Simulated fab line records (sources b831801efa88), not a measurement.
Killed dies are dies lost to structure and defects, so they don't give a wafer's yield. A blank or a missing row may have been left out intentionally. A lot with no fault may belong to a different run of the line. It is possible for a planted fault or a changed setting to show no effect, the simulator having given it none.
Problem report in the 8D (eight disciplines) form, filled by code    flow sfq_line    the parts of the form that need people (team, actions taken, sign-off) are left out

1. THE ISSUE
Across 12 wafers from 4 lots, I1_OVL at SFQ_I1_OVL_MEAS_913 averages 62 nm, while fault-free wafers read 3 nm with a standard deviation of 5.3. Measured from the usual mean, that is +11 standard deviations.
First seen on wafer L631.2, day 28 20:25, on overlay-01. At this step, 48 wafers from 16 lots have a number in the record. Rule for "out", or "out of limits": more than 4 standard deviations from the usual mean. All remaining wafers that have a number are taken as sound.

2. WHAT IT IS AND WHAT IT IS NOT
question                     is                      is not
which readings at this step  I1_OVL                  -
which lots                   L631, L632, L633, L634  L624, L625, L628, L629, L630, L638, L640, L641, L643, L644, L645, L646
which wafers of those lots   all that have a number  -
read on which gauges         overlay-01, overlay-02  -
when                         from day 28 20:25       up to then (15 sound wafers); but 21 sound wafers of L638, L640, L641, L643, L644, L645, L646 came after

3. WHAT RULES OUT EACH SUSPECT
Counting: a tool at any process step up to the reading remains a suspect when it ran all the lots that are out and ran no sound lot after the first of those.
- the gauge at SFQ_I1_OVL_MEAS_913: ruled out. Those wafers that are out were read across 2 gauges (overlay-01, overlay-02).
- krf_scanner-02 at SFQ_TRILAYER_I1_VIA_LITHO_EXPOSE_050 (exposes mask I1, target cd 500 nm): kept. It processed each lot that is out, first L631 at day 28 19:07, and no sound lot thereafter; up to then, the last sound lot it processed was L629 at day 27 22:16.
The count leaves krf_scanner-02 at SFQ_TRILAYER_I1_VIA_LITHO_EXPOSE_050.

4. THE CAUSE (what the simulator had put in)
Scanner matching overlay: krf_scanner-02, from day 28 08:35 on, at SFQ_TRILAYER_I1_VIA_LITHO_EXPOSE_050. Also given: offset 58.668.
After counting, this tool was the only one left.

5. SEQUENCE OF EFFECTS, ordered by route
Each row: a reading whose mean over the struck wafers that have a number lies more than 3 standard deviations from the usual. Only readings whose record carries a usual standard deviation are examined. hours: median over the lots of the time between each lot's start at the first step of this table that gives one and its start at this step. sigmas: the change, counted in usual standard deviations.
hours  step                 reading  usual  on struck wafers  change  sigmas
0      SFQ_I1_OVL_MEAS_913  I1_OVL   3 nm   62                +59     +11

6. WHAT WOULD HAVE CAUGHT IT SOONER
In this record the first reading out of limits at a measuring or inspecting step was taken at day 28 20:25, 12 hours after the fault began at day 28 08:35.
Lots out: 4; of these, L632, L633, L634 started SFQ_TRILAYER_I1_VIA_LITHO_EXPOSE_050 on krf_scanner-02 after day 28 20:25. A hold on the tool at that time would have spared those 3.
